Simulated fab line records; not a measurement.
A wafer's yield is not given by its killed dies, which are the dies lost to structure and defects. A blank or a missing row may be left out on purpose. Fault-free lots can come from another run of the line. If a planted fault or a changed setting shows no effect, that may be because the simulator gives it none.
fab line records	flow gf180mcu	part 1 of 2: steps 1 to 25 of 34
[record] lots = 5	wafers = 15	last-day = 35
route steps=602 shown V5@555 TOP_METAL@567 PASSIVATION@587
lots that met no fault: from a run of the same line without faults
start-h: start of the lot's first displayed wafer, in hours after the record's first day	wait-h: how many hours have passed since the lot's step before this one	" as in the row above	L1.1+2: a row that stands for several wafers	- no value present, or no start provided	* or withheld: withheld	< > ~ a bound
route shown NAME@n: NAME is a module with steps in the file, n the number in the route of the first one	usual: mean/standard deviation taken from wafers without a fault	same: alike in all rows	chamber/n: place in a boat	sites: each site's reading	_std_site: how widely they spread, as a standard deviation	_edge_site: outer sites' mean less inner sites'	radius-mm: how far each site lies from the wafer's centre	mask NAME#n: copy n	behind: tool/chamber where the wafer was last shaped	hold: why the lot was held/for how many hours/how that ended	device: transistor that didn't switch, given as n, p or np	end of line: at the end of the route, the tests of the same wafers	step lacking rows: just its recipe	killed: dies that structure and defects cost at the first sort, which is not the same as the wafer's yield	map: shows each die of a wafer: x if killed, . if not, _ if none is there
set.NAME: setting as actually run; set.NAME@STEP: the setting as run at that earlier step	model.NAME: the simulator's own value behind a step, which no gauge read
certain route steps with their lots: each step a table, each wafer a row
services: the hour from which a tool's chamber was out of use, counted from the record's first day as start-h (under 0 if before that day), plus the number of hours and why
[[steps]]
[step GF_V5_OVL_MEAS_15]
[usual] V5_OVL = 1/5.1
lot.wafer	tool	chamber	start-h	wait-h	V5_OVL[nm]
L077.1	overlay-02	-	668.33	0.1	5
L077.3	"	-	"	"	-2
L077.6	"	-	"	"	4
L078.2	overlay-01	-	682.07	0.1	12
L078.3	"	-	"	"	12
L078.4	"	-	"	"	5
L082.2	overlay-01	-	704.12	0.1	3
L082.3	"	-	"	"	9
L082.4	"	-	"	"	-1
L089.2	overlay-02	-	757.34	0.1	-3
L089.3	"	-	"	"	6
L089.5	"	-	"	"	4
L096.2	overlay-02	-	792.55	0.1	-8
L096.3	"	-	"	"	-8
L096.5	"	-	"	"	2
[step GF_V5_ETCH_16]
[recipe] chemistry = N2/H2	target-depth-a = withheld	overetch-a = withheld	time-s = withheld	target = BARC	ion-energy-ev = 200	source-w = 500	bias-w = 100	pressure-mtorr = 30	n2-flow-sccm = 100	h2-flow-sccm = 200
[usual] drypump-motor-current-A = 5.9/0.58	oes-product-au = 0.856/0.005	throttle-valve-pct = 13.226/0.0093
lot.wafer	tool	chamber	start-h	wait-h	drypump-motor-current-A	oes-product-au	throttle-valve-pct
L077.1	rie-diel-01	2	668.37	0.0	5.5	0.864	13.232
L077.3	"	1	"	"	5.2	0.860	13.222
L077.6	"	0	"	"	5.4	0.856	13.225
L078.2	rie-diel-01	1	682.10	0.0	5.3	0.855	13.222
L078.3	"	2	"	"	5.5	0.847	13.215
L078.4	"	0	"	"	5.4	0.857	13.218
L082.2	rie-diel-03	3	704.15	0.0	6.6	0.858	13.221
L082.3	"	1	"	"	5.7	0.853	13.223
L082.4	"	2	"	"	6.5	0.852	13.201
L089.2	rie-diel-03	0	757.37	0.0	6.6	0.853	13.231
L089.3	"	3	"	"	6.6	0.861	13.232
L089.5	"	1	"	"	5.7	0.851	13.216
L096.2	rie-diel-03	2	792.58	0.0	6.5	0.849	13.237
L096.3	"	1	"	"	5.7	0.856	13.243
L096.5	"	1	"	"	5.7	0.857	13.241
[step GF_V5_ETCH_17]
[recipe] chemistry = C4F8/O2/Ar	mask-material = KrF	target = SiO2	stop-on = TiN	source-w = 1500	bias-w = 1200	pressure-mtorr = 40	c4f8-flow-sccm = withheld	O2_flow_sccm = 6	Ar_flow_sccm = 300	time-s = withheld	target-depth-a = 8550
[usual] oes-product-au = 0.860/0.0047
lot.wafer	tool	chamber	start-h	wait-h	oes-product-au
L077.1	rie-diel-01	2	-	-	0.857
L077.3	"	1	"	"	0.867
L077.6	"	0	"	"	0.859
L078.2	rie-diel-01	1	-	-	0.852
L078.3	"	2	"	"	0.867
L078.4	"	0	"	"	0.861
L082.2	rie-diel-03	3	-	-	0.859
L082.3	"	1	"	"	0.858
L082.4	"	2	"	"	0.861
L089.2	rie-diel-03	0	-	-	0.874
L089.3	"	3	"	"	0.861
L089.5	"	1	"	"	0.860
L096.2	rie-diel-03	2	-	-	0.868
L096.3	"	1	"	"	0.868
L096.5	"	1	"	"	0.868
[step GF_V5_STRIP_18]
[recipe] chemistry = O2/N2	power-w = 1400	pressure-mtorr = 1500	platen-temp-c = 250	o2-flow-sccm = 3000	n2-flow-sccm = 300	overash-fraction = 0.5
[usual] drypump-motor-current-A = 5.7/0.4	heater-power-w = 315/23	oes-product-au = 0.567/0.005	platen-temp-c = 249.97/0.21
lot.wafer	tool	chamber	start-h	wait-h	drypump-motor-current-A	heater-power-w	oes-product-au	platen-temp-c	rf-hours-counter-h
L077.1	plasma-asher-01	0	668.52	-	5.2	328	0.570	249.96	24
L077.3	"	1	"	"	6.5	311	0.564	249.76	-
L077.6	"	0	"	"	5.2	336	0.567	250.20	-
L078.2	plasma-asher-03	0	682.25	-	5.6	287	0.565	250.23	110
L078.3	"	1	"	"	5.7	300	0.565	249.72	-
L078.4	"	0	"	"	5.6	275	0.563	250.17	-
L082.2	plasma-asher-01	1	704.30	-	6.5	307	0.565	250.42	28
L082.3	"	0	"	"	5.2	323	0.578	249.64	-
L082.4	"	1	"	"	6.5	313	0.565	250.07	-
L089.2	plasma-asher-01	0	757.52	-	5.2	325	0.573	249.83	33
L089.3	"	0	"	"	5.2	330	0.559	250.11	-
L089.5	"	1	"	"	6.5	311	0.556	249.52	-
L096.2	plasma-asher-02	0	792.74	-	5.7	328	0.570	250.01	68
L096.3	"	0	"	"	5.7	327	0.563	249.93	-
L096.5	"	0	"	"	5.7	343	0.564	249.72	-
[step GF_V5_STRIP_19]
[recipe] chemistry = post-etch-residue-remover	time-s = 1200	temp-c = 72.5
lot.wafer	tool	chamber	start-h	wait-h
L077.1+3+6	wet-bench-01	0	668.62	0.1
L078.2+3+4	wet-bench-02	3	682.35	0.1
L082.2+3+4	wet-bench-02	2	704.40	0.1
L089.2+3+5	wet-bench-02	1	757.62	0.1
L096.2+3+5	wet-bench-02	2	792.84	0.1
[step GF_V5_CLEAN_20]
[recipe] chemistry = DIW	dry = n2-spin
lot.wafer	tool	chamber	start-h	wait-h
L077.1+3+6	wet-bench-03	1	668.96	0.0
L078.2+3+4	wet-bench-01	3	682.69	0.0
L082.2+3+4	wet-bench-03	2	704.74	0.0
L089.2+3+5	wet-bench-03	1	758.03	0.0
L096.2+3+5	wet-bench-02	2	793.18	0.0
[step GF_V5_SPUTTER_21]
[recipe] material = Ti	target-thk-nm = 15	chamber-pressure-pa = 5	power-w = 2500	substrate-temp-c = 200	time-s = 80.02
[usual] throttle-valve-pct = 30.4/0.91
lot.wafer	tool	chamber	start-h	wait-h	throttle-valve-pct
L077.1	pvd-sputter-02	-	669.05	0.0	30.1
L077.3	"	-	"	"	30.7
L077.6	"	-	"	"	30.0
L078.2	pvd-sputter-04	-	682.78	0.0	30.0
L078.3	"	-	"	"	29.5
L078.4	"	-	"	"	30.5
L082.2	pvd-sputter-04	-	704.83	0.0	28.3
L082.3	"	-	"	"	30.7
L082.4	"	-	"	"	30.0
L089.2	pvd-sputter-02	-	758.12	0.0	29.9
L089.3	"	-	"	"	30.4
L089.5	"	-	"	"	30.6
L096.2	pvd-sputter-01	-	793.27	0.0	30.6
L096.3	"	-	"	"	31.3
L096.5	"	-	"	"	31.6
[step GF_V5_SPUTTER_22]
[recipe] material = TiN	target-thk-nm = 10	chamber-pressure-pa = 5	power-w = 4000	time-s = 40
[usual] throttle-valve-pct = 30.4/0.89
lot.wafer	tool	chamber	start-h	wait-h	throttle-valve-pct
L077.1	pvd-sputter-02	-	669.11	0.0	30.2
L077.3	"	-	"	"	30.4
L077.6	"	-	"	"	30.1
L078.2	pvd-sputter-04	-	682.84	0.0	30.0
L078.3	"	-	"	"	29.7
L078.4	"	-	"	"	30.8
L082.2	pvd-sputter-04	-	704.89	0.0	27.7
L082.3	"	-	"	"	30.7
L082.4	"	-	"	"	30.2
L089.2	pvd-sputter-02	-	758.18	0.0	29.9
L089.3	"	-	"	"	30.1
L089.5	"	-	"	"	30.5
L096.2	pvd-sputter-01	-	793.33	0.0	30.5
L096.3	"	-	"	"	31.3
L096.5	"	-	"	"	31.3
[step GF_V5_CVD_23]
[recipe] material = W	target-thk-nm = 350	time-s = 104.9	temp-c = 400	pressure-torr = 40
[usual] heater-power-w = 819/110
lot.wafer	tool	chamber	start-h	wait-h	heater-power-w
L077.1	cvd-w-01	0	669.15	0.0	713
L077.3	"	0	"	"	707
L077.6	"	0	"	"	714
L078.2	cvd-w-01	1	682.88	0.0	974
L078.3	"	0	"	"	704
L078.4	"	1	"	"	991
L082.2	cvd-w-02	0	704.97	0.1	715
L082.3	"	0	"	"	722
L082.4	"	1	"	"	833
L089.2	cvd-w-02	1	758.22	0.0	850
L089.3	"	0	"	"	742
L089.5	"	0	"	"	726
L096.2	cvd-w-01	1	793.37	0.0	981
L096.3	"	0	"	"	711
L096.5	"	0	"	"	711
[step GF_V5_RS_MEAS_24]
[recipe] thk-meas-gauge = four-point-probe	reads = W_of_V5_CVD_23+TiN_of_V5_SPUTTER_22+Ti_of_V5_SPUTTER_21
[usual] V5_W_RS = 0.329/0.0053
lot.wafer	tool	chamber	start-h	wait-h	V5_W_RS[ohm/sq]
L077.1	film-metro-02	-	669.27	0.1	0.326
L077.3	"	-	"	"	0.322
L077.6	"	-	"	"	0.322
L078.2	film-metro-03	-	683.02	0.1	0.327
L078.3	"	-	"	"	0.323
L078.4	"	-	"	"	0.328
L082.2	film-metro-03	-	705.11	0.1	0.332
L082.3	"	-	"	"	0.331
L082.4	"	-	"	"	0.329
L089.2	film-metro-01	-	758.35	0.1	0.332
L089.3	"	-	"	"	0.338
L089.5	"	-	"	"	0.335
L096.2	film-metro-02	-	793.50	0.1	0.332
L096.3	"	-	"	"	0.332
L096.5	"	-	"	"	0.327
[step GF_V5_THK_MEAS_25]
[recipe] thk-meas-gauge = xrf	reads = W_of_V5_CVD_23
[usual] V5_W_THK = 369/7.2
lot.wafer	tool	chamber	start-h	wait-h	V5_W_THK[nm]
L077.1	film-metro-02	-	669.39	0.1	376
L077.3	"	-	"	"	383
L077.6	"	-	"	"	382
L078.2	film-metro-03	-	683.13	0.1	373
L078.3	"	-	"	"	378
L078.4	"	-	"	"	371
L082.2	film-metro-03	-	705.22	0.1	359
L082.3	"	-	"	"	363
L082.4	"	-	"	"	363
L089.2	film-metro-01	-	758.46	0.1	366
L089.3	"	-	"	"	361
L089.5	"	-	"	"	364
L096.2	film-metro-02	-	793.61	0.1	366
L096.3	"	-	"	"	364
L096.5	"	-	"	"	370
[step GF_V5_CMP_26]
[recipe] stop-on = SiO2	down-force-psi = 3.5	platen-rpm = 60	t-overpolish-s = 15	target-thk-nm = 0	pad-velocity-m-s = 0.94248
[usual] head-pressure-psi = 3.499/0.0073	motor-current-A = 11.2/1.6	overpolish-run-s = 14.999/0.0095	time-to-endpoint-s = 87/4.8
lot.wafer	tool	chamber	start-h	wait-h	head-pressure-psi	motor-current-A	overpolish-run-s	time-to-endpoint-s
L077.3	cmp-01	1	669.48	0.1	3.499	11.4	14.996	80
L077.1	"	2	"	"	3.500	12.1	15.002	83
L077.6	"	2	"	"	3.501	12.9	14.994	82
L078.2	cmp-02	1	683.23	0.1	3.491	10.8	14.994	88
L078.4	"	2	"	"	3.503	9.1	15.001	91
L078.3	"	3	"	"	3.478	13.6	15.006	95
L082.2	cmp-01	1	705.30	0.1	3.504	11.4	14.987	84
L082.4	"	2	"	"	3.503	12.5	15.013	86
L082.3	"	3	"	"	3.496	9.8	14.992	85
L089.2	cmp-02	1	758.51	0.0	3.498	11.1	14.994	92
L089.3	"	2	"	"	3.498	9.2	15.012	91
L089.5	"	1	"	"	3.504	11.3	15.012	93
L096.2	cmp-01	1	793.71	0.1	3.500	10.9	14.998	81
L096.3	"	3	"	"	3.498	9.5	14.979	83
L096.5	"	1	"	"	3.503	11.4	14.982	79
[step GF_TOP_METAL_SPUTTER_00]
[recipe] material = Ti	target-thk-nm = 37.5	arriving-ion-energy-ev = 80	substrate-temp-c = 200	chamber-pressure-pa = 2	power-w = 4000	time-s = 150
[usual] throttle-valve-pct = 29.6/0.83
lot.wafer	tool	chamber	start-h	wait-h	throttle-valve-pct
L077.1	pvd-sputter-02	-	669.78	0.2	31.0
L077.3	"	-	"	"	30.0
L077.6	"	-	"	"	30.4
L078.2	pvd-sputter-02	-	683.48	0.2	30.0
L078.3	"	-	"	"	30.8
L078.4	"	-	"	"	30.3
L082.2	pvd-sputter-04	-	705.60	0.2	30.6
L082.3	"	-	"	"	29.9
L082.4	"	-	"	"	29.4
L089.2	pvd-sputter-03	-	758.81	0.2	28.8
L089.3	"	-	"	"	28.5
L089.5	"	-	"	"	29.2
L096.2	pvd-sputter-04	-	793.96	0.2	28.2
L096.3	"	-	"	"	30.8
L096.5	"	-	"	"	29.6
[step GF_TOP_METAL_SPUTTER_01]
[recipe] material = TiN	target-thk-nm = 30	power-w = 6500	time-s = 25	chamber-pressure-pa = 0.4
[usual] throttle-valve-pct = 29.6/0.84
lot.wafer	tool	chamber	start-h	wait-h	throttle-valve-pct
L077.1	pvd-sputter-02	-	669.88	0.1	31.3
L077.3	"	-	"	"	30.0
L077.6	"	-	"	"	30.2
L078.2	pvd-sputter-02	-	683.58	0.1	29.8
L078.3	"	-	"	"	31.3
L078.4	"	-	"	"	30.1
L082.2	pvd-sputter-04	-	705.70	0.1	30.6
L082.3	"	-	"	"	30.2
L082.4	"	-	"	"	29.4
L089.2	pvd-sputter-03	-	758.91	0.1	28.6
L089.3	"	-	"	"	28.9
L089.5	"	-	"	"	28.9
L096.2	pvd-sputter-04	-	794.06	0.1	28.5
L096.3	"	-	"	"	30.9
L096.5	"	-	"	"	29.3
[step GF_TOP_METAL_SPUTTER_02]
[recipe] material = AlCu	target-thk-nm = 900	power-w = 10600	chamber-pressure-pa = 0.3	substrate-temp-c = 250	gas = Ar	time-s = 47.82
[usual] throttle-valve-pct = 29.6/0.83
lot.wafer	tool	chamber	start-h	wait-h	throttle-valve-pct
L077.1	pvd-sputter-02	-	669.91	0.0	31.1
L077.3	"	-	"	"	29.9
L077.6	"	-	"	"	30.2
L078.2	pvd-sputter-02	-	683.61	0.0	30.0
L078.3	"	-	"	"	31.3
L078.4	"	-	"	"	30.1
L082.2	pvd-sputter-04	-	705.73	0.0	30.5
L082.3	"	-	"	"	29.9
L082.4	"	-	"	"	29.3
L089.2	pvd-sputter-03	-	758.94	0.0	28.6
L089.3	"	-	"	"	28.5
L089.5	"	-	"	"	28.9
L096.2	pvd-sputter-04	-	794.09	0.0	28.4
L096.3	"	-	"	"	30.6
L096.5	"	-	"	"	29.6
[step GF_TOP_METAL_SPUTTER_03]
[recipe] material = Ti	target-thk-nm = 5	substrate-temp-c = 300	chamber-pressure-pa = 0.3	power-w = 3000	time-s = 3.3
[usual] throttle-valve-pct = 29.6/0.87
lot.wafer	tool	chamber	start-h	wait-h	throttle-valve-pct
L077.1	pvd-sputter-02	-	669.96	0.0	31.3
L077.3	"	-	"	"	30.0
L077.6	"	-	"	"	30.2
L078.2	pvd-sputter-02	-	683.65	0.0	29.9
L078.3	"	-	"	"	31.1
L078.4	"	-	"	"	30.0
L082.2	pvd-sputter-04	-	705.78	0.0	30.9
L082.3	"	-	"	"	30.0
L082.4	"	-	"	"	29.3
L089.2	pvd-sputter-03	-	758.99	0.0	28.9
L089.3	"	-	"	"	28.8
L089.5	"	-	"	"	29.1
L096.2	pvd-sputter-04	-	794.14	0.0	28.4
L096.3	"	-	"	"	30.6
L096.5	"	-	"	"	29.3
[step GF_TOP_METAL_SPUTTER_04]
[recipe] material = TiN	target-thk-nm = 25	power-w = 6500	time-s = 20.8	chamber-pressure-pa = 0.4
[usual] throttle-valve-pct = 29.6/0.87
lot.wafer	tool	chamber	start-h	wait-h	throttle-valve-pct
L077.1	pvd-sputter-02	-	669.98	0.0	31.0
L077.3	"	-	"	"	29.9
L077.6	"	-	"	"	30.0
L078.2	pvd-sputter-02	-	683.67	0.0	30.0
L078.3	"	-	"	"	31.1
L078.4	"	-	"	"	30.4
L082.2	pvd-sputter-04	-	705.79	0.0	30.6
L082.3	"	-	"	"	30.1
L082.4	"	-	"	"	29.5
L089.2	pvd-sputter-03	-	759.01	0.0	28.6
L089.3	"	-	"	"	28.9
L089.5	"	-	"	"	29.0
L096.2	pvd-sputter-04	-	794.16	0.0	28.1
L096.3	"	-	"	"	30.9
L096.5	"	-	"	"	29.7
[step GF_TOP_METAL_RS_MEAS_05]
[recipe] thk-meas-gauge = four-point-probe	reads = TiN_of_TOP_METAL_SPUTTER_04+Ti_of_TOP_METAL_SPUTTER_03+AlCu_of_TOP_METAL_SPUTTER_02+TiN_of_TOP_METAL_SPUTTER_01+Ti_of_TOP_METAL_SPUTTER_00
[usual] TOP_METAL_ALCU_RS = 0.0328/0.00055
lot.wafer	tool	chamber	start-h	wait-h	TOP_METAL_ALCU_RS[ohm/sq]
L077.1	film-metro-03	-	670.00	0.0	0.0327
L077.3	"	-	"	"	0.0328
L077.6	"	-	"	"	0.0327
L078.2	film-metro-03	-	683.72	0.0	0.0332
L078.3	"	-	"	"	0.0335
L078.4	"	-	"	"	0.0330
L082.2	film-metro-02	-	705.84	0.0	0.0336
L082.3	"	-	"	"	0.0335
L082.4	"	-	"	"	0.0336
L089.2	film-metro-04	-	759.05	0.0	0.0324
L089.3	"	-	"	"	0.0325
L089.5	"	-	"	"	0.0322
L096.2	film-metro-02	-	794.20	0.0	0.0329
L096.3	"	-	"	"	0.0332
L096.5	"	-	"	"	0.0327
[step GF_TOP_METAL_THK_MEAS_06]
[recipe] thk-meas-gauge = xrf	reads = AlCu_of_TOP_METAL_SPUTTER_02
[usual] TOP_METAL_ALCU_THK = 916/16
lot.wafer	tool	chamber	start-h	wait-h	TOP_METAL_ALCU_THK[nm]
L077.1	film-metro-03	-	670.12	0.1	916
L077.3	"	-	"	"	916
L077.6	"	-	"	"	915
L078.2	film-metro-03	-	683.83	0.1	901
L078.3	"	-	"	"	895
L078.4	"	-	"	"	905
L082.2	film-metro-02	-	705.95	0.1	895
L082.3	"	-	"	"	893
L082.4	"	-	"	"	896
L089.2	film-metro-04	-	759.16	0.1	930
L089.3	"	-	"	"	935
L089.5	"	-	"	"	940
L096.2	film-metro-02	-	794.31	0.1	911
L096.3	"	-	"	"	904
L096.5	"	-	"	"	918
[step GF_TOP_METAL_DEHYDRATE_07]
[recipe] temp-c = 200	time-s = 60
[usual] plate-temp-C = 200.00/0.14	resist-line-temp-C = 22.99/0.094
lot.wafer	tool	chamber	start-h	wait-h	plate-temp-C	resist-line-temp-C
L077.1	litho-track-04	0	679.50	9.4	200.06	23.03
L077.3	"	0	"	"	199.92	23.07
L077.6	"	0	"	"	199.96	23.10
L078.2	litho-track-03	0	693.00	9.2	199.80	22.91
L078.3	"	0	"	"	199.88	22.84
L078.4	"	0	"	"	199.89	22.69
L082.2	litho-track-03	0	714.55	8.6	200.08	22.90
L082.3	"	0	"	"	199.85	23.01
L082.4	"	0	"	"	199.82	22.88
L089.2	litho-track-04	0	766.87	7.7	200.10	22.94
L089.3	"	0	"	"	199.92	22.96
L089.5	"	0	"	"	199.99	22.90
L096.2	litho-track-04	0	801.57	7.2	199.86	23.01
L096.3	"	0	"	"	199.77	22.96
L096.5	"	0	"	"	199.90	22.95
[step GF_TOP_METAL_HMDS_08]
[recipe] prime-time-s = 60	prime-temp-c = 120
[usual] resist-line-temp-C = 23.00/0.1
lot.wafer	tool	chamber	start-h	wait-h	resist-line-temp-C
L077.1	litho-track-04	0	679.65	0.1	23.09
L077.3	"	0	"	"	23.03
L077.6	"	0	"	"	22.90
L078.2	litho-track-03	0	693.15	0.1	23.10
L078.3	"	0	"	"	23.08
L078.4	"	0	"	"	23.01
L082.2	litho-track-03	0	714.70	0.1	23.13
L082.3	"	0	"	"	23.04
L082.4	"	0	"	"	22.97
L089.2	litho-track-04	0	767.02	0.1	23.06
L089.3	"	0	"	"	23.10
L089.5	"	0	"	"	23.12
L096.2	litho-track-04	0	801.72	0.1	22.99
L096.3	"	0	"	"	22.99
L096.5	"	0	"	"	22.88
[step GF_TOP_METAL_COAT_09]
[recipe] resist = NOVOLAK	spin-rpm = 3000	resist-thk-nm = 1500
[usual] resist-line-temp-C = 22.98/0.12	spin-speed-rpm = 3000.1/1.9
lot.wafer	tool	chamber	start-h	wait-h	resist-line-temp-C	spin-speed-rpm
L077.1	litho-track-04	0	679.80	0.1	22.93	3002.7
L077.3	"	0	"	"	22.87	3000.8
L077.6	"	0	"	"	22.89	2999.3
L078.2	litho-track-03	0	693.30	0.1	22.87	3000.0
L078.3	"	0	"	"	23.09	3001.8
L078.4	"	0	"	"	22.87	3002.9
L082.2	litho-track-03	0	714.85	0.1	22.94	2998.3
L082.3	"	0	"	"	22.86	2997.7
L082.4	"	0	"	"	22.99	2999.8
L089.2	litho-track-04	0	767.17	0.1	22.87	2998.1
L089.3	"	0	"	"	22.88	3000.6
L089.5	"	0	"	"	23.09	2997.8
L096.2	litho-track-04	0	801.87	0.1	22.97	2998.5
L096.3	"	0	"	"	23.06	2998.9
L096.5	"	0	"	"	22.95	2998.8
[step GF_TOP_METAL_SOFTBAKE_10]
[recipe] temp-c = 90	time-s = 60	resist = NOVOLAK
[usual] plate-temp-C = 90.01/0.12	resist-line-temp-C = 23.01/0.11
lot.wafer	tool	chamber	start-h	wait-h	plate-temp-C	resist-line-temp-C
L077.1	litho-track-04	0	679.95	0.1	90.09	23.26
L077.3	"	0	"	"	90.11	23.04
L077.6	"	0	"	"	90.09	23.14
L078.2	litho-track-03	0	693.45	0.1	90.18	23.12
L078.3	"	0	"	"	90.12	23.08
L078.4	"	0	"	"	90.16	23.08
L082.2	litho-track-03	0	715.00	0.1	90.04	22.92
L082.3	"	0	"	"	90.00	22.96
L082.4	"	0	"	"	90.07	23.01
L089.2	litho-track-04	0	767.32	0.1	90.27	22.85
L089.3	"	0	"	"	90.23	22.99
L089.5	"	0	"	"	89.95	23.12
L096.2	litho-track-04	0	802.02	0.1	89.91	23.21
L096.3	"	0	"	"	89.96	23.16
L096.5	"	0	"	"	89.88	23.08
[step GF_TOP_METAL_EXPOSE_11]
[recipe] mask-id = MetalTop	target-cd-nm = 440	na = 0.6	source-shape = conventional	sigma-outer = 0.6	dose-mj = 170
lot.wafer	tool	chamber	start-h	wait-h	mask
L077.1+3+6	iline-stepper-02	0	-	-	MetalTop#0
L078.2+3+4	iline-stepper-02	0	-	-	MetalTop#0
L082.2+3+4	iline-stepper-01	0	-	-	MetalTop#0
L089.2+3+5	iline-stepper-01	0	-	-	MetalTop#0
L096.2+3+5	iline-stepper-02	0	-	-	MetalTop#0
[step GF_TOP_METAL_PEB_12]
[recipe] temp-c = withheld	time-s = *	resist = NOVOLAK
[usual] resist-line-temp-C = *
lot.wafer	tool	chamber	start-h	wait-h	resist-line-temp-C
L077.1	litho-track-04	0	-	-	*
L077.3	"	0	"	"	*
L077.6	"	0	"	"	*
L078.2	litho-track-03	0	-	-	*
L078.3	"	0	"	"	*
L078.4	"	0	"	"	*
L082.2	litho-track-02	0	-	-	*
L082.3	"	0	"	"	*
L082.4	"	0	"	"	*
L089.2	litho-track-04	0	-	-	*
L089.3	"	0	"	"	*
L089.5	"	0	"	"	*
L096.2	litho-track-02	0	-	-	*
L096.3	"	0	"	"	*
L096.5	"	0	"	"	*
